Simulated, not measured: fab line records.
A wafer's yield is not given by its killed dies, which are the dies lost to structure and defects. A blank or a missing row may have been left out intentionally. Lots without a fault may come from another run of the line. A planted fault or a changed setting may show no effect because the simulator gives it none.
Which of the tools did it? | flow gf180mcu | route of 602 steps, sampled at 1 step: 7 lots, 21 wafers

## WHAT THE GAUGES SHOWED, per wafer
GF_V5_THK_MEAS_03.
lot  | measured     | on            | V5_CVD_02_THK (nm)
L224 | day 26 10:56 | film-metro-01 | 1438 1439 1472
L226 | day 27 05:37 | film-metro-03 | 1443 1449 1458
L228 | day 28 01:08 | film-metro-03 | 1434 1445 1468
L231 | day 28 19:04 | film-metro-01 | 1470 1466 1474
L238 | day 30 22:58 | film-metro-04 | 1440 1469 1467
L242 | day 32 00:31 | film-metro-01 | 1411 1457 1452
L244 | day 32 16:27 | film-metro-03 | 1427 1430 1458

## EACH LOT AND THE TOOL THAT RAN IT (in order: tool; ch and the chambers of the sampled wafers; start)
Before these readings, the record contains no process step.

## THE ANSWER, worked out from the rows above alone
Rule: the usual values come from the lots themselves. Put in order of their means at a reading, lots are off if they are a third of the lots or fewer, leave a main group of 4 or more, and stand apart from it by a gap of 3 or more times the standard deviation of the main group's means; of several such gaps the widest counts. Not used: any main group whose means are identical at the precision the tables above print for the reading. Also off: a lot with no number at a reading for which 4 or more lots have one. The other lots that the step has rows for count as sound.
Nothing can be told from this: no lot is off at any reading shown.

## WHAT HAD BEEN PUT IN BY THE SIMULATOR
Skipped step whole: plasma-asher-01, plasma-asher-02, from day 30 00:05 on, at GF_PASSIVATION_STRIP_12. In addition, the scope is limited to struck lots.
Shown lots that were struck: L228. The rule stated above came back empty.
